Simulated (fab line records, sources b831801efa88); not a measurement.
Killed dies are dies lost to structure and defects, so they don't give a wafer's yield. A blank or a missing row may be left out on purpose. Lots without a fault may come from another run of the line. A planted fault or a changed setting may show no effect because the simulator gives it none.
A struck lot beside a sound one | flow gf180mcu | 18 steps out of a route of 602
Sound: wafers L706.2, L706.4, L706.5. Struck: wafers L715.1, L715.3, L715.4. The cause comes at the end.
At each step with rows: each side's tool, then ch and its chambers, then its first start. Under that, the readings that differ: sound wafers | struck wafers | difference of the means | sigmas: that difference in standard deviations of wafers without a fault.
alike: readings whose means differ by less than 2 such deviations, and words and numbers that are the same on both sides. not compared: withheld readings, readings that some wafer has no value for, bounds like >300 that may hide the same value, and numbers for which the record gives no deviation and whose values overlap.
The two part at a step that has a row with sigmas, a row that says differs or no value, or rows on one side only. Numbers that don't overlap but have no deviation are shown without sigmas and don't part them. A reading that every wafer of one side lacks parts them only if that side has two wafers or more.

first, 3 steps without rows for these wafers: GF_V2_EXPOSE_11 (exposes mask Via2, target cd 260 nm); GF_V2_PEB_12 (peb time 90 s); GF_V2_DEVELOP_13 (develop time 60 s).
GF_V2_CD_MEAS_14: target cd 260 nm.
  sound on cd_sem-02, day 20 20:44; struck on cd_sem-01, day 24 09:10
  alike: cd_nm
GF_V2_OVL_MEAS_15:
  sound on overlay-02, day 20 20:50; struck on overlay-01, day 24 09:17
  alike: V2_OVL
then, 1 step without rows for these wafers: GF_V2_ETCH_16 (etches BARC in N2/H2).
GF_V2_ETCH_17: etches SiO2 in C4F8/O2/Ar, stops on TiN, target depth 630 nm.
  sound on rie_diel-03 ch 1,2,3; struck on rie_diel-04 ch 0,1
  alike: oes_product_au, rf_fwd_power_W
GF_V2_STRIP_18: strips in O2/N2.
  sound on plasma_asher-02 ch 0, day 20 20:59; struck on plasma_asher-02 ch 0,1, day 24 09:26
  alike: drypump_motor_current_A, heater_power_w, oes_product_au
  not compared: rf_hours_counter_h
then, 2 steps without rows for these wafers: GF_V2_STRIP_19 (strips in post etch residue remover, time 1200 s); GF_V2_CLEAN_20 (cleans in DIW).
GF_V2_SPUTTER_21: material Ti, target thk 15 nm, time 80.02 s.
  sound on pvd_sputter-01, day 20 21:32; struck on pvd_sputter-01, day 24 09:58
  alike: throttle_valve_pct
GF_V2_SPUTTER_22: material TiN, target thk 10 nm, time 40 s.
  sound on pvd_sputter-01, day 20 21:35; struck on pvd_sputter-01, day 24 10:02
  alike: throttle_valve_pct
GF_V2_CVD_23: deposits W, target thk 350 nm, time 104.94 s.
  sound on cvd_w-02 ch 0, day 20 21:38; struck on cvd_w-02 ch 0,1, day 24 10:04
  reading                          | sound             | struck            | difference | sigmas
  model.W_of_V2_CVD_23.thk_nm (nm) | 348.3 349.8 352.6 | 271.2 273.6 276.7 | -76.4      |
  alike: heater_power_w
GF_V2_RS_MEAS_24: measures by four-point-probe.
  sound on film_metro-04, day 20 21:46; struck on film_metro-01, day 24 10:11
  reading          | sound             | struck            | difference | sigmas
  V2_W_RS (ohm/sq) | 0.329 0.328 0.324 | 0.423 0.420 0.415 | +0.092     | +26
GF_V2_THK_MEAS_25: measures by xrf.
  sound on film_metro-04, day 20 21:52; struck on film_metro-01, day 24 10:19
  reading       | sound       | struck      | difference | sigmas
  V2_W_THK (nm) | 346 347 351 | 268 270 273 | -78        | -14
GF_V2_CMP_26: polishes, stops on SiO2, t overpolish 15 s, target thk 0 nm.
  sound on cmp-01 ch 0,1,3, day 20 21:58; struck on cmp-02 ch 0,1,3, day 24 10:22
  reading                | sound    | struck   | difference | sigmas
  time_to_endpoint_s (s) | 85 84 85 | 64 66 65 | -20        | -6
  alike: motor_current_A, slurry_filter_dp_kPa
GF_M3_SPUTTER_00: material Ti, target thk 37.5 nm, time 150 s.
  sound on pvd_sputter-04, day 20 22:13; struck on pvd_sputter-04, day 24 10:40
  alike: throttle_valve_pct
then, 1 step without rows for these wafers: GF_PASSIVATION_PROBE_99.

WHERE THEY PART
First at GF_V2_RS_MEAS_24; last, within this record, at GF_V2_CMP_26. Later steps at which nothing parts them and some readings are alike: GF_M3_SPUTTER_00.

WHY: what the simulator had put in
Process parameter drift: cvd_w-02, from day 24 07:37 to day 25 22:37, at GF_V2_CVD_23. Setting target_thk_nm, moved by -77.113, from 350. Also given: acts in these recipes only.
